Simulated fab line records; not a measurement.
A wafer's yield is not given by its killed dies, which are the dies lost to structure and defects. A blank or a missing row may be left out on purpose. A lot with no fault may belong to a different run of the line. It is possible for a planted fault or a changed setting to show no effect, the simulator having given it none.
Matching of chambers / flow gf180mcu / GF_V3_CMP_26 on cmp-02 has 4 sister chambers
The step polishes, stops on SiO2, t overpolish 15 s, target thk 0 nm. 8 wafers are shown with their chamber, then 7 later ones without.

## WAFERS PAIRED WITH THEIR CHAMBERS
wafer=L945.1; chamber=3; motorCurrentA (A)=12.9; timeToEndpointS (s)=88.6
wafer=L949.2; chamber=2; motorCurrentA (A)=10.5; timeToEndpointS (s)=91.2
wafer=L949.4; chamber=0; motorCurrentA (A)=11.0; timeToEndpointS (s)=90.9
wafer=L950.2; chamber=1; motorCurrentA (A)=10.8; timeToEndpointS (s)=88.2
wafer=L950.3; chamber=3; motorCurrentA (A)=12.1; timeToEndpointS (s)=92.5
wafer=L950.4; chamber=0; motorCurrentA (A)=10.5; timeToEndpointS (s)=86.9
wafer=L952.1; chamber=1; motorCurrentA (A)=11.2; timeToEndpointS (s)=86.4
wafer=L952.3; chamber=2; motorCurrentA (A)=10.4; timeToEndpointS (s)=90.4

## WAFERS MISSING THEIR CHAMBER
wafer=L952.6; motorCurrentA (A)=13.4; timeToEndpointS (s)=91.4
wafer=L962.2; motorCurrentA (A)=13.0; timeToEndpointS (s)=86.7
wafer=L962.3; motorCurrentA (A)=11.5; timeToEndpointS (s)=87.6
wafer=L962.4; motorCurrentA (A)=11.7; timeToEndpointS (s)=83.1
wafer=L968.2; motorCurrentA (A)=13.0; timeToEndpointS (s)=83.0
wafer=L968.3; motorCurrentA (A)=11.4; timeToEndpointS (s)=82.2
wafer=L968.5; motorCurrentA (A)=11.1; timeToEndpointS (s)=83.4

## EACH ONE'S CHAMBER
wafer=L952.6; from the rows above=3; in truth=3
wafer=L962.2; from the rows above=3; in truth=3
wafer=L962.3; from the rows above=can't be placed: 1 or 0 or 3 or 2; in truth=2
wafer=L962.4; from the rows above=can't be placed: 1 or 0 or 3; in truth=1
wafer=L968.2; from the rows above=3; in truth=3
wafer=L968.3; from the rows above=can't be placed: 1 or 0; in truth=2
wafer=L968.5; from the rows above=can't be placed: 1 or 0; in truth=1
3 of 7 placed correctly. Unplaceable from these rows: 4, with the true chamber sitting among the candidates in 3. Number placed wrongly: 0.
How it was worked out, from the rows above alone: a wafer's distance from a chamber is the root of the sum, over the readings, of the square of ((its reading less the chamber's mean) divided by the reading's scatter). The wafer belongs to the nearest chamber; if the next one is less than 2 further off, it can't be placed. A chamber's mean is the mean of its shown wafers. The scatter is the square root of a quotient: the sum, over the shown wafers, of each reading's squared deviation from its chamber's mean, divided by wafers minus chambers.
